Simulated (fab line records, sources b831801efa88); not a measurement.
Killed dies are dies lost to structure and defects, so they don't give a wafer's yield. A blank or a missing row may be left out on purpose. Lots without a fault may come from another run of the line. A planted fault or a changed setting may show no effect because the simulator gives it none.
Chamber matching | flow gf180mcu | GF_CONTACT_CVD_02 on pecvd-02: 3 sister chambers
The step deposits SiO2 from TEOS, target thk 860 nm, time 95.992 s. 20 wafers are shown with their chamber, then 10 later ones without.

WAFERS WITH THEIR CHAMBER
wafer  | chamber | heater_power_w (W)
L577.2 | 2       | 608
L577.4 | 1       | 810
L577.6 | 0       | 509
L580.1 | 1       | 805
L580.2 | 2       | 607
L580.3 | 0       | 649
L583.1 | 1       | 661
L583.5 | 2       | 499
L583.6 | 1       | 718
L586.1 | 0       | 585
L586.5 | 0       | 627
L586.6 | 2       | 501
L587.1 | 0       | 556
L587.3 | 1       | 679
L587.6 | 0       | 614
L588.1 | 1       | 787
L588.4 | 0       | 588
L588.6 | 2       | 574
L589.2 | 1       | 707
L589.3 | 2       | 606

SIGNATURES (means of the wafers above)
reading        | chamber 0 | chamber 1 | chamber 2 | scatter within a chamber
heater_power_w | 589.71    | 738.14    | 565.83    | 54.1
Rule: a wafer's distance from a chamber is the root of the sum, over the readings, of the square of ((its reading less the chamber's mean) divided by the reading's scatter). The wafer belongs to the nearest chamber; if the next one is less than 2 further off, it can't be placed. The scatter: the root of (the sum of the squares of (reading less its chamber's mean) over the shown wafers, divided by (wafers less chambers)).

WAFERS WITHOUT THEIR CHAMBER
wafer  | heater_power_w (W)
L589.6 | 601
L597.2 | 533
L597.4 | 785
L597.6 | 511
L598.1 | 600
L598.3 | 720
L598.5 | 796
L599.2 | 809
L599.4 | 504
L599.5 | 638

WHICH CHAMBER EACH WENT THROUGH
wafer  | from the rows above          | in truth
L589.6 | can't be placed: 0 or 2      | 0
L597.2 | can't be placed: 2 or 0      | 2
L597.4 | 1                            | 1
L597.6 | can't be placed: 2 or 0      | 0
L598.1 | can't be placed: 0 or 2      | 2
L598.3 | 1                            | 1
L598.5 | 1                            | 1
L599.2 | 1                            | 1
L599.4 | can't be placed: 2 or 0      | 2
L599.5 | can't be placed: 0 or 2 or 1 | 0
Placed correctly: 4 of 10. Can't be placed from these rows: 6 (the true chamber is among the candidates in 6). Placed wrongly: 0.
